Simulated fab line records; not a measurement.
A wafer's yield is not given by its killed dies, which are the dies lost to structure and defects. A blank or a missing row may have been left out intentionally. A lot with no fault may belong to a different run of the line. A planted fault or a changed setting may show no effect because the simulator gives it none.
Which tool was responsible? + flow gf180mcu + Sampling: 12 lots, 36 wafers, 5 of 602 route steps

## WHAT THE GAUGES SHOWED, per wafer
GF_V1_BOW_MEAS_05.
| lot  | measured     | on           | V1_BOW (um) |
|------|--------------|--------------|-------------|
| L843 | day 17 06:24 | filmMetro-02 | 75 74 76    |
| L845 | day 18 12:35 | filmMetro-02 | 76 73 85    |
| L847 | day 19 07:18 | filmMetro-02 | 77 82 70    |
| L848 | day 19 15:20 | filmMetro-01 | 72 82 71    |
| L850 | day 20 06:40 | filmMetro-01 | 65 78 74    |
| L851 | day 20 11:46 | filmMetro-04 | 83 82 88    |
| L852 | day 20 21:25 | filmMetro-04 | 76 83 91    |
| L859 | day 23 10:46 | filmMetro-01 | 79 70 82    |
| L860 | day 23 21:26 | filmMetro-04 | 87 92 84    |
| L862 | day 24 12:46 | filmMetro-02 | 86 79 91    |
| L863 | day 24 20:05 | filmMetro-01 | 68 78 74    |
| L864 | day 25 00:16 | filmMetro-01 | 72 76 63    |

GF_V3_THK_MEAS_01.
| lot  | measured     | on           | V3_CVD_00_THK (nm) |
|------|--------------|--------------|--------------------|
| L843 | day 21 11:45 | filmMetro-04 | 602 600 590        |
| L845 | day 22 18:32 | filmMetro-01 | 592 598 596        |
| L847 | day 23 11:45 | filmMetro-02 | 595 604 593        |
| L848 | day 23 19:58 | filmMetro-02 | 596 592 600        |
| L850 | day 24 10:44 | filmMetro-02 | 599 600 596        |
| L851 | day 24 14:57 | filmMetro-02 | 597 604 906        |
| L852 | day 24 21:37 | filmMetro-04 | 596 590 895        |
| L859 | day 27 06:04 | filmMetro-04 | 612 611 605        |
| L860 | day 27 14:55 | filmMetro-04 | 609 607 608        |
| L862 | day 28 04:34 | filmMetro-01 | 607 605 601        |
| L863 | day 28 11:04 | filmMetro-04 | 607 588 600        |
| L864 | day 28 15:22 | filmMetro-02 | 602 603 615        |

## WHICH TOOL RAN EACH LOT (tool, then ch and the chambers of the sampled wafers, then the start)
| lot  | GF_M1_SPUTTER_03            | GF_V1_ETCH_16                     | GF_V3_CVD_00                     |
|------|-----------------------------|-----------------------------------|----------------------------------|
| L843 | pvdSputter-03, day 16 06:06 | rieDiel-04 ch 0,3, day 18 05:07   | hdpcvd-02 ch 0,1,2, day 21 11:41 |
| L845 | pvdSputter-04, day 17 11:55 | rieDiel-02 ch 0,1,2, day 19 13:19 | hdpcvd-02 ch 0,1,2, day 22 18:28 |
| L847 | pvdSputter-04, day 18 05:21 | rieDiel-04 ch 0,3, day 20 07:47   | hdpcvd-02 ch 0,2, day 23 11:40   |
| L848 | pvdSputter-04, day 18 13:35 | rieDiel-02 ch 0,1,3, day 20 16:11 | hdpcvd-02 ch 0,1,2, day 23 19:53 |
| L850 | pvdSputter-03, day 19 04:33 | rieDiel-01 ch 1,2, day 21 07:11   | hdpcvd-02 ch 1,2, day 24 10:37   |
| L851 | pvdSputter-03, day 19 09:54 | rieDiel-02 ch 0,3, day 21 12:33   | hdpcvd-02 ch 0,2, day 24 14:52   |
| L852 | pvdSputter-01, day 19 19:52 | rieDiel-02 ch 1,3, day 21 20:43   | hdpcvd-02 ch 0,2, day 24 21:32   |
| L859 | pvdSputter-03, day 22 10:20 | rieDiel-02 ch 0,3, day 24 09:11   | hdpcvd-01 ch 0,1, day 27 05:59   |
| L860 | pvdSputter-01, day 22 21:14 | rieDiel-01 ch 2,3, day 24 19:27   | hdpcvd-02 ch 0,1,2, day 27 14:51 |
| L862 | pvdSputter-04, day 23 13:23 | rieDiel-01 ch 0,2,3, day 25 10:38 | hdpcvd-02 ch 0,1, day 28 04:30   |
| L863 | pvdSputter-01, day 23 20:10 | rieDiel-02 ch 0,1, day 25 17:19   | hdpcvd-01 ch 0,1,2, day 28 11:00 |
| L864 | pvdSputter-01, day 24 00:35 | rieDiel-01 ch 0,1,2, day 25 21:37 | hdpcvd-02 ch 0,1,2, day 28 15:18 |
- GF_M1_SPUTTER_03: material Ti, target thk 10 nm, time 6.7 s.
- GF_V1_ETCH_16: etches BARC in N2/H2.
- GF_V3_CVD_00: deposits SiO2, target thk 600 nm, time 100 s.

## WHAT THE TOOLS THEMSELVES READ (means of the sampled wafers that have a number; where no wafer has one, the mark that the record gives instead)
GF_M1_SPUTTER_03.
| lot  | tool          | throttleValvePct (%) |
|------|---------------|----------------------|
| L843 | pvdSputter-03 | 29.4                 |
| L845 | pvdSputter-04 | 29.3                 |
| L847 | pvdSputter-04 | 29.6                 |
| L848 | pvdSputter-04 | 29.6                 |
| L850 | pvdSputter-03 | 29.4                 |
| L851 | pvdSputter-03 | 30.0                 |
| L852 | pvdSputter-01 | 29.1                 |
| L859 | pvdSputter-03 | 29.0                 |
| L860 | pvdSputter-01 | 28.7                 |
| L862 | pvdSputter-04 | 29.6                 |
| L863 | pvdSputter-01 | 29.4                 |
| L864 | pvdSputter-01 | 29.0                 |

GF_V1_ETCH_16.
| lot  | tool       | drypumpMotorCurrentA (A) | oesProductAu (a.u.) | throttleValvePct (%) |
|------|------------|--------------------------|---------------------|----------------------|
| L843 | rieDiel-04 | 5.4                      | 0.853               | 13.222               |
| L845 | rieDiel-02 | 6.0                      | 0.853               | 13.223               |
| L847 | rieDiel-04 | 5.7                      | 0.858               | 13.220               |
| L848 | rieDiel-02 | 5.9                      | 0.855               | 13.220               |
| L850 | rieDiel-01 | 5.5                      | 0.856               | 13.217               |
| L851 | rieDiel-02 | 5.8                      | 0.855               | 13.226               |
| L852 | rieDiel-02 | 5.8                      | 0.854               | 13.231               |
| L859 | rieDiel-02 | 6.0                      | 0.854               | 13.224               |
| L860 | rieDiel-01 | 6.2                      | 0.853               | 13.226               |
| L862 | rieDiel-01 | 6.3                      | 0.850               | 13.226               |
| L863 | rieDiel-02 | 6.1                      | 0.852               | 13.219               |
| L864 | rieDiel-01 | 5.8                      | 0.854               | 13.216               |

GF_V3_CVD_00.
| lot  | tool      | pressureMtorr (mTorr) | sih4FlowSccm (sccm) |
|------|-----------|-----------------------|---------------------|
| L843 | hdpcvd-02 | 6.011                 | 60.01               |
| L845 | hdpcvd-02 | 5.998                 | 59.87               |
| L847 | hdpcvd-02 | 6.000                 | 60.00               |
| L848 | hdpcvd-02 | 6.015                 | 59.78               |
| L850 | hdpcvd-02 | 5.983                 | 59.88               |
| L851 | hdpcvd-02 | 6.006                 | 70.18               |
| L852 | hdpcvd-02 | 6.006                 | 70.14               |
| L859 | hdpcvd-01 | 6.005                 | 60.12               |
| L860 | hdpcvd-02 | 6.002                 | 59.99               |
| L862 | hdpcvd-02 | 5.998                 | 59.89               |
| L863 | hdpcvd-01 | 5.998                 | 60.11               |
| L864 | hdpcvd-02 | 5.994                 | 59.97               |

## THE ANSWER, worked out from the rows above alone
Rule: usual is defined by the lots themselves. Put in order of their means at a reading, lots are off if they are a third of the lots or fewer, leave a main group of 4 or more, and stand apart from it by a gap of 3 or more times the standard deviation of the main group's means; of several such gaps the widest counts. If all means in a main group match to the digits the tables above print for the reading, that group is not used. A lot without any number at a reading at which 4 lots or more have one is off too. All remaining lots with rows at the step are treated as sound. Order of review: gauges by route order, followed by the tools' own readings, for which a lot's mean as printed above is used. The first step at which some lot is off is used, and at that step the reading that is off furthest; a lot without a number counts as furthest.
Off: L851, L852, seen at GF_V3_THK_MEAS_01 (V3_CVD_00_THK). The main group: mean 601 nm, standard deviation 5.1.
If a tool, at a process step before that reading, ran all the lots that are off and no sound lot after the first of them, it fits. The gauges at GF_V3_THK_MEAS_01 aren't tried: what is off there is off at GF_V3_CVD_00 too, on other tools, and a gauge's error can't cause that. None of those tried fits.

## WHAT THE SIMULATOR PUT IN
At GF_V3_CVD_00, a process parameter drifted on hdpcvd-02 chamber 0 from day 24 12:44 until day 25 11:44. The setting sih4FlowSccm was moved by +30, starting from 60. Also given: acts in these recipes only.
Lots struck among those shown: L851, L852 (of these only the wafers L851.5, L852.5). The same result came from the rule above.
